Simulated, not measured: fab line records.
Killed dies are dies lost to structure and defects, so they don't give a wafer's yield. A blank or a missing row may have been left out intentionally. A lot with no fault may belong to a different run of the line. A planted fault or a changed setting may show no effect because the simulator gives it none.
The tool behind it: which one? || flow gf180mcu || Sampling: 15 lots, 45 wafers, 6 of 602 route steps

WHAT THE GAUGES SHOWED, per wafer
GF_V4_OVL_MEAS_15. Usual: V4_OVL typically reads -6 nm, with standard deviation 4.6.
{"lot": "L738", "measured": "day 24 11:29", "on": "overlay-02", "V4_OVL (nm)": "-7 3 1", "flag": ""}
{"lot": "L740", "measured": "day 25 08:17", "on": "overlay-01", "V4_OVL (nm)": "0 -2 -1", "flag": ""}
{"lot": "L741", "measured": "day 25 11:34", "on": "overlay-02", "V4_OVL (nm)": "-3 2 2", "flag": ""}
{"lot": "L742", "measured": "day 26 03:50", "on": "overlay-02", "V4_OVL (nm)": "-3 -6 -5", "flag": ""}
{"lot": "L743", "measured": "day 26 13:01", "on": "overlay-02", "V4_OVL (nm)": "-6 -5 -7", "flag": ""}
{"lot": "L745", "measured": "day 26 21:47", "on": "overlay-02", "V4_OVL (nm)": "-8 -14 -10", "flag": ""}
{"lot": "L747", "measured": "day 27 13:02", "on": "overlay-01", "V4_OVL (nm)": "0 -7 -5", "flag": ""}
{"lot": "L752", "measured": "day 28 23:54", "on": "overlay-01", "V4_OVL (nm)": "-5 -6 -5", "flag": ""}
{"lot": "L753", "measured": "day 29 03:05", "on": "overlay-01", "V4_OVL (nm)": "-5 -5 -4", "flag": ""}
{"lot": "L754", "measured": "day 29 13:16", "on": "overlay-01", "V4_OVL (nm)": "-4 -3 0", "flag": ""}
{"lot": "L755", "measured": "day 29 21:10", "on": "overlay-01", "V4_OVL (nm)": "-7 -7 -2", "flag": ""}
{"lot": "L756", "measured": "day 29 22:42", "on": "overlay-02", "V4_OVL (nm)": "-7 -12 -6", "flag": ""}
{"lot": "L758", "measured": "day 30 13:01", "on": "overlay-01", "V4_OVL (nm)": "-2 -5 -8", "flag": ""}
{"lot": "L759", "measured": "day 30 18:52", "on": "overlay-02", "V4_OVL (nm)": "-6 -9 -12", "flag": ""}
{"lot": "L760", "measured": "day 30 22:40", "on": "overlay-01", "V4_OVL (nm)": "0 -4 0", "flag": ""}

GF_MIM_RS_MEAS_10: measures by four-point-probe. Usual: MIM_ALCU_RS typically reads 0.1605 ohm/sq, with standard deviation 0.002.
{"lot": "L738", "measured": "day 24 13:17", "on": "film metro-02", "MIM_ALCU_RS (ohm/sq)": "0.1636 0.1630 0.1624", "flag": ""}
{"lot": "L740", "measured": "day 25 10:05", "on": "film metro-03", "MIM_ALCU_RS (ohm/sq)": "0.1601 0.1604 0.1592", "flag": ""}
{"lot": "L741", "measured": "day 25 13:34", "on": "film metro-03", "MIM_ALCU_RS (ohm/sq)": "0.1591 0.1595 0.1560", "flag": ""}
{"lot": "L742", "measured": "day 26 05:39", "on": "film metro-01", "MIM_ALCU_RS (ohm/sq)": "9.6347 9.4705 9.6327", "flag": "OFF"}
{"lot": "L743", "measured": "day 26 14:52", "on": "film metro-01", "MIM_ALCU_RS (ohm/sq)": "9.4511 9.5791 9.4945", "flag": "OFF"}
{"lot": "L745", "measured": "day 26 23:37", "on": "film metro-03", "MIM_ALCU_RS (ohm/sq)": "9.4182 9.3594 9.3781", "flag": "OFF"}
{"lot": "L747", "measured": "day 27 14:52", "on": "film metro-02", "MIM_ALCU_RS (ohm/sq)": "0.1583 0.1615 0.1609", "flag": ""}
{"lot": "L752", "measured": "day 29 01:44", "on": "film metro-03", "MIM_ALCU_RS (ohm/sq)": "0.1615 0.1626 0.1607", "flag": ""}
{"lot": "L753", "measured": "day 29 05:14", "on": "film metro-03", "MIM_ALCU_RS (ohm/sq)": "0.1604 0.1594 0.1617", "flag": ""}
{"lot": "L754", "measured": "day 29 15:13", "on": "film metro-03", "MIM_ALCU_RS (ohm/sq)": "0.1637 0.1619 0.1631", "flag": ""}
{"lot": "L755", "measured": "day 29 23:59", "on": "film metro-01", "MIM_ALCU_RS (ohm/sq)": "0.1582 0.1547 0.1571", "flag": ""}
{"lot": "L756", "measured": "day 30 00:43", "on": "film metro-03", "MIM_ALCU_RS (ohm/sq)": "0.1592 0.1609 0.1587", "flag": ""}
{"lot": "L758", "measured": "day 30 14:54", "on": "film metro-03", "MIM_ALCU_RS (ohm/sq)": "0.1604 0.1604 0.1597", "flag": ""}
{"lot": "L759", "measured": "day 30 20:40", "on": "film metro-03", "MIM_ALCU_RS (ohm/sq)": "0.1624 0.1619 0.1602", "flag": ""}
{"lot": "L760", "measured": "day 31 00:30", "on": "film metro-03", "MIM_ALCU_RS (ohm/sq)": "0.1607 0.1591 0.1593", "flag": ""}

GF_MIM_THK_MEAS_11: measures by xrf. Usual: MIM_ALCU_THK typically reads 197.8 nm, with standard deviation 2.4.
{"lot": "L738", "measured": "day 24 13:24", "on": "film metro-02", "MIM_ALCU_THK (nm)": "194.9 195.2 195.8", "flag": ""}
{"lot": "L740", "measured": "day 25 10:13", "on": "film metro-03", "MIM_ALCU_THK (nm)": "196.5 196.7 198.9", "flag": ""}
{"lot": "L741", "measured": "day 25 13:41", "on": "film metro-03", "MIM_ALCU_THK (nm)": "197.7 197.5 202.5", "flag": ""}
{"lot": "L742", "measured": "day 26 05:46", "on": "film metro-01", "MIM_ALCU_THK (nm)": "<0.4 <0.4 <0.4", "flag": "OFF"}
{"lot": "L743", "measured": "day 26 14:59", "on": "film metro-01", "MIM_ALCU_THK (nm)": "<0.4 <0.4 <0.4", "flag": "OFF"}
{"lot": "L745", "measured": "day 26 23:43", "on": "film metro-03", "MIM_ALCU_THK (nm)": "<0.2 <0.2 <0.2", "flag": "OFF"}
{"lot": "L747", "measured": "day 27 14:58", "on": "film metro-02", "MIM_ALCU_THK (nm)": "200.6 198.2 197.7", "flag": ""}
{"lot": "L752", "measured": "day 29 01:50", "on": "film metro-03", "MIM_ALCU_THK (nm)": "196.9 195.1 196.7", "flag": ""}
{"lot": "L753", "measured": "day 29 05:21", "on": "film metro-03", "MIM_ALCU_THK (nm)": "197.8 198.9 197.2", "flag": ""}
{"lot": "L754", "measured": "day 29 15:20", "on": "film metro-03", "MIM_ALCU_THK (nm)": "194.6 196.3 193.3", "flag": ""}
{"lot": "L755", "measured": "day 30 00:06", "on": "film metro-01", "MIM_ALCU_THK (nm)": "200.3 204.8 202.1", "flag": ""}
{"lot": "L756", "measured": "day 30 00:49", "on": "film metro-03", "MIM_ALCU_THK (nm)": "199.0 197.2 199.8", "flag": ""}
{"lot": "L758", "measured": "day 30 15:01", "on": "film metro-03", "MIM_ALCU_THK (nm)": "198.4 197.9 199.2", "flag": ""}
{"lot": "L759", "measured": "day 30 20:47", "on": "film metro-03", "MIM_ALCU_THK (nm)": "195.6 196.3 198.0", "flag": ""}
{"lot": "L760", "measured": "day 31 00:37", "on": "film metro-03", "MIM_ALCU_THK (nm)": "197.3 199.3 199.0", "flag": ""}

TOOL THAT RAN EACH LOT (tool first, then ch and the chambers of the sampled wafers, then the start)
{"lot": "L738", "GF_V4_ETCH_17": "rie diel-02 ch 0,3, day 24 12:58 or earlier", "GF_MIM_SPUTTER_01": "pvd sputter-01, day 24 12:58", "GF_MIM_SPUTTER_08": "pvd sputter-02, day 24 13:13"}
{"lot": "L740", "GF_V4_ETCH_17": "rie diel-01 ch 0,1,2, day 25 09:47 or earlier", "GF_MIM_SPUTTER_01": "pvd sputter-01, day 25 09:47", "GF_MIM_SPUTTER_08": "pvd sputter-03, day 25 10:02"}
{"lot": "L741", "GF_V4_ETCH_17": "rie diel-03 ch 1,2,3, day 25 13:15 or earlier", "GF_MIM_SPUTTER_01": "pvd sputter-01, day 25 13:15", "GF_MIM_SPUTTER_08": "pvd sputter-03, day 25 13:31"}
{"lot": "L742", "GF_V4_ETCH_17": "rie diel-01 ch 0,2,3, day 26 05:20 or earlier", "GF_MIM_SPUTTER_01": "pvd sputter-03, day 26 05:20", "GF_MIM_SPUTTER_08": "pvd sputter-02, day 26 05:35"}
{"lot": "L743", "GF_V4_ETCH_17": "rie diel-03 ch 0,1,3, day 26 14:33 or earlier", "GF_MIM_SPUTTER_01": "pvd sputter-02, day 26 14:33", "GF_MIM_SPUTTER_08": "pvd sputter-03, day 26 14:49"}
{"lot": "L745", "GF_V4_ETCH_17": "rie diel-01 ch 0,1,3, day 26 23:17 or earlier", "GF_MIM_SPUTTER_01": "pvd sputter-01, day 26 23:17", "GF_MIM_SPUTTER_08": "pvd sputter-03, day 26 23:32"}
{"lot": "L747", "GF_V4_ETCH_17": "rie diel-03 ch 2,3, day 27 14:32 or earlier", "GF_MIM_SPUTTER_01": "pvd sputter-02, day 27 14:32", "GF_MIM_SPUTTER_08": "pvd sputter-03, day 27 14:47"}
{"lot": "L752", "GF_V4_ETCH_17": "rie diel-01 ch 0,1,3, day 29 01:23 or earlier", "GF_MIM_SPUTTER_01": "pvd sputter-02, day 29 01:23", "GF_MIM_SPUTTER_08": "pvd sputter-01, day 29 01:38"}
{"lot": "L753", "GF_V4_ETCH_17": "rie diel-01 ch 0,1, day 29 04:55 or earlier", "GF_MIM_SPUTTER_01": "pvd sputter-03, day 29 04:55", "GF_MIM_SPUTTER_08": "pvd sputter-02, day 29 05:11"}
{"lot": "L754", "GF_V4_ETCH_17": "rie diel-03 ch 0,2,3, day 29 14:53 or earlier", "GF_MIM_SPUTTER_01": "pvd sputter-02, day 29 14:53", "GF_MIM_SPUTTER_08": "pvd sputter-01, day 29 15:10"}
{"lot": "L755", "GF_V4_ETCH_17": "rie diel-02 ch 1,2,3, day 29 23:40 or earlier", "GF_MIM_SPUTTER_01": "pvd sputter-02, day 29 23:40", "GF_MIM_SPUTTER_08": "pvd sputter-03, day 29 23:55"}
{"lot": "L756", "GF_V4_ETCH_17": "rie diel-03 ch 0,1,3, day 30 00:22 or earlier", "GF_MIM_SPUTTER_01": "pvd sputter-02, day 30 00:22", "GF_MIM_SPUTTER_08": "pvd sputter-03, day 30 00:37"}
{"lot": "L758", "GF_V4_ETCH_17": "rie diel-02 ch 2,3, day 30 14:35 or earlier", "GF_MIM_SPUTTER_01": "pvd sputter-01, day 30 14:35", "GF_MIM_SPUTTER_08": "pvd sputter-02, day 30 14:50"}
{"lot": "L759", "GF_V4_ETCH_17": "rie diel-03 ch 2,3, day 30 20:22 or earlier", "GF_MIM_SPUTTER_01": "pvd sputter-03, day 30 20:22", "GF_MIM_SPUTTER_08": "pvd sputter-02, day 30 20:37"}
{"lot": "L760", "GF_V4_ETCH_17": "rie diel-02 ch 1,2,3, day 31 00:11 or earlier", "GF_MIM_SPUTTER_01": "pvd sputter-01, day 31 00:11", "GF_MIM_SPUTTER_08": "pvd sputter-02, day 31 00:26"}
- GF_V4_ETCH_17: etches SiO2 in C4F8/O2/Ar, stops on TiN, target depth 630 nm.
- GF_MIM_SPUTTER_01: material TiN, target thk 30 nm, time 25 s.
- GF_MIM_SPUTTER_08: material AlCu, target thk 200 nm, time 10.6 s.

WHAT THE TOOLS THEMSELVES READ (means of the sampled wafers that have a number; where no wafer has one, the mark that the record gives instead)
GF_V4_ETCH_17. Usual: oes product au 0.856 a.u., standard deviation 0.0045.
{"lot": "L738", "tool": "rie diel-02", "oes product au (a.u.)": 0.856, "flag": ""}
{"lot": "L740", "tool": "rie diel-01", "oes product au (a.u.)": 0.856, "flag": ""}
{"lot": "L741", "tool": "rie diel-03", "oes product au (a.u.)": 0.853, "flag": ""}
{"lot": "L742", "tool": "rie diel-01", "oes product au (a.u.)": 0.860, "flag": ""}
{"lot": "L743", "tool": "rie diel-03", "oes product au (a.u.)": 0.857, "flag": ""}
{"lot": "L745", "tool": "rie diel-01", "oes product au (a.u.)": 0.857, "flag": ""}
{"lot": "L747", "tool": "rie diel-03", "oes product au (a.u.)": 0.850, "flag": ""}
{"lot": "L752", "tool": "rie diel-01", "oes product au (a.u.)": 0.858, "flag": ""}
{"lot": "L753", "tool": "rie diel-01", "oes product au (a.u.)": 0.861, "flag": ""}
{"lot": "L754", "tool": "rie diel-03", "oes product au (a.u.)": 0.852, "flag": ""}
{"lot": "L755", "tool": "rie diel-02", "oes product au (a.u.)": 0.857, "flag": ""}
{"lot": "L756", "tool": "rie diel-03", "oes product au (a.u.)": 0.856, "flag": ""}
{"lot": "L758", "tool": "rie diel-02", "oes product au (a.u.)": 0.855, "flag": ""}
{"lot": "L759", "tool": "rie diel-03", "oes product au (a.u.)": 0.856, "flag": ""}
{"lot": "L760", "tool": "rie diel-02", "oes product au (a.u.)": 0.853, "flag": ""}

GF_MIM_SPUTTER_01. Usual: cathode dc power W 6500.0 W, standard deviation 1.2; chamber pressure pa 0.4000 Pa, standard deviation 0.00078; throttle valve pct 29.9 %, standard deviation 0.88.
{"lot": "L738", "tool": "pvd sputter-01", "cathode dc power W (W)": 6499.6, "chamber pressure pa (Pa)": 0.3996, "throttle valve pct (%)": 30.5, "flag": ""}
{"lot": "L740", "tool": "pvd sputter-01", "cathode dc power W (W)": 6499.5, "chamber pressure pa (Pa)": 0.4001, "throttle valve pct (%)": 31.2, "flag": ""}
{"lot": "L741", "tool": "pvd sputter-01", "cathode dc power W (W)": 6500.1, "chamber pressure pa (Pa)": 0.4003, "throttle valve pct (%)": 30.6, "flag": ""}
{"lot": "L742", "tool": "pvd sputter-03", "cathode dc power W (W)": 6499.2, "chamber pressure pa (Pa)": 0.3995, "throttle valve pct (%)": 29.6, "flag": ""}
{"lot": "L743", "tool": "pvd sputter-02", "cathode dc power W (W)": 6500.5, "chamber pressure pa (Pa)": 0.4003, "throttle valve pct (%)": 29.9, "flag": ""}
{"lot": "L745", "tool": "pvd sputter-01", "cathode dc power W (W)": 6499.5, "chamber pressure pa (Pa)": 0.4001, "throttle valve pct (%)": 30.5, "flag": ""}
{"lot": "L747", "tool": "pvd sputter-02", "cathode dc power W (W)": 6501.0, "chamber pressure pa (Pa)": 0.3997, "throttle valve pct (%)": 29.6, "flag": ""}
{"lot": "L752", "tool": "pvd sputter-02", "cathode dc power W (W)": 6500.5, "chamber pressure pa (Pa)": 0.4001, "throttle valve pct (%)": 29.9, "flag": ""}
{"lot": "L753", "tool": "pvd sputter-03", "cathode dc power W (W)": 6499.3, "chamber pressure pa (Pa)": 0.4002, "throttle valve pct (%)": 29.5, "flag": ""}
{"lot": "L754", "tool": "pvd sputter-02", "cathode dc power W (W)": 6500.9, "chamber pressure pa (Pa)": 0.4002, "throttle valve pct (%)": 29.9, "flag": ""}
{"lot": "L755", "tool": "pvd sputter-02", "cathode dc power W (W)": 6499.3, "chamber pressure pa (Pa)": 0.3993, "throttle valve pct (%)": 29.5, "flag": ""}
{"lot": "L756", "tool": "pvd sputter-02", "cathode dc power W (W)": 6499.7, "chamber pressure pa (Pa)": 0.3996, "throttle valve pct (%)": 29.7, "flag": ""}
{"lot": "L758", "tool": "pvd sputter-01", "cathode dc power W (W)": 6500.2, "chamber pressure pa (Pa)": 0.4007, "throttle valve pct (%)": 30.5, "flag": ""}
{"lot": "L759", "tool": "pvd sputter-03", "cathode dc power W (W)": 6501.6, "chamber pressure pa (Pa)": 0.3997, "throttle valve pct (%)": 29.7, "flag": ""}
{"lot": "L760", "tool": "pvd sputter-01", "cathode dc power W (W)": 6499.5, "chamber pressure pa (Pa)": 0.4002, "throttle valve pct (%)": 30.4, "flag": ""}

GF_MIM_SPUTTER_08. Usual: cathode dc power W 10600 W, standard deviation 2.1; chamber pressure pa 0.4000 Pa, standard deviation 0.00074; throttle valve pct 29.7 %, standard deviation 0.9.
{"lot": "L738", "tool": "pvd sputter-02", "cathode dc power W (W)": 10600, "chamber pressure pa (Pa)": 0.3997, "throttle valve pct (%)": 29.6, "flag": ""}
{"lot": "L740", "tool": "pvd sputter-03", "cathode dc power W (W)": 10599, "chamber pressure pa (Pa)": 0.3999, "throttle valve pct (%)": 29.0, "flag": ""}
{"lot": "L741", "tool": "pvd sputter-03", "cathode dc power W (W)": 10601, "chamber pressure pa (Pa)": 0.4001, "throttle valve pct (%)": 29.5, "flag": ""}
{"lot": "L742", "tool": "pvd sputter-02", "cathode dc power W (W)": "-", "chamber pressure pa (Pa)": "-", "throttle valve pct (%)": "-", "flag": "OFF"}
{"lot": "L743", "tool": "pvd sputter-03", "cathode dc power W (W)": "-", "chamber pressure pa (Pa)": "-", "throttle valve pct (%)": "-", "flag": "OFF"}
{"lot": "L745", "tool": "pvd sputter-03", "cathode dc power W (W)": "-", "chamber pressure pa (Pa)": "-", "throttle valve pct (%)": "-", "flag": "OFF"}
{"lot": "L747", "tool": "pvd sputter-03", "cathode dc power W (W)": 10600, "chamber pressure pa (Pa)": 0.3992, "throttle valve pct (%)": 29.6, "flag": ""}
{"lot": "L752", "tool": "pvd sputter-01", "cathode dc power W (W)": 10600, "chamber pressure pa (Pa)": 0.3995, "throttle valve pct (%)": 31.4, "flag": ""}
{"lot": "L753", "tool": "pvd sputter-02", "cathode dc power W (W)": 10602, "chamber pressure pa (Pa)": 0.4000, "throttle valve pct (%)": 29.8, "flag": ""}
{"lot": "L754", "tool": "pvd sputter-01", "cathode dc power W (W)": 10601, "chamber pressure pa (Pa)": 0.3998, "throttle valve pct (%)": 29.7, "flag": ""}
{"lot": "L755", "tool": "pvd sputter-03", "cathode dc power W (W)": 10600, "chamber pressure pa (Pa)": 0.4002, "throttle valve pct (%)": 29.1, "flag": ""}
{"lot": "L756", "tool": "pvd sputter-03", "cathode dc power W (W)": 10598, "chamber pressure pa (Pa)": 0.3999, "throttle valve pct (%)": 28.8, "flag": ""}
{"lot": "L758", "tool": "pvd sputter-02", "cathode dc power W (W)": 10600, "chamber pressure pa (Pa)": 0.4004, "throttle valve pct (%)": 29.9, "flag": ""}
{"lot": "L759", "tool": "pvd sputter-02", "cathode dc power W (W)": 10599, "chamber pressure pa (Pa)": 0.4003, "throttle valve pct (%)": 29.5, "flag": ""}
{"lot": "L760", "tool": "pvd sputter-02", "cathode dc power W (W)": 10602, "chamber pressure pa (Pa)": 0.3997, "throttle valve pct (%)": 29.7, "flag": ""}

THE ANSWER, worked out from the rows above alone
Rule: lot off if the mean of its wafers having a number is beyond 3 standard deviations from the usual mean. A lot without any number at a reading at which 4 lots or more have one is off too. Any other lot the step has rows for is counted as sound. The gauges are gone through in route order, then the tools' own readings, and for those a lot's mean is taken as printed above. The first step at which some lot is off is used, and at that step the reading that is off furthest; a lot without a number counts as furthest.
Off: at GF_MIM_RS_MEAS_10 (MIM_ALCU_RS), L742, L743, L745.
If a tool, at a process step before that reading, ran all the lots that are off and no sound lot after the first of them, it fits. The gauges at GF_MIM_RS_MEAS_10 aren't tried: what is off there is off at GF_MIM_SPUTTER_08 too, on other tools, and a gauge's error can't cause that. GF_V4_ETCH_17 gives no start for some lots, so the hours and the order of its lots are those of GF_MIM_SPUTTER_01. No candidate that was tried fits.

WHAT THE SIMULATOR PUT IN
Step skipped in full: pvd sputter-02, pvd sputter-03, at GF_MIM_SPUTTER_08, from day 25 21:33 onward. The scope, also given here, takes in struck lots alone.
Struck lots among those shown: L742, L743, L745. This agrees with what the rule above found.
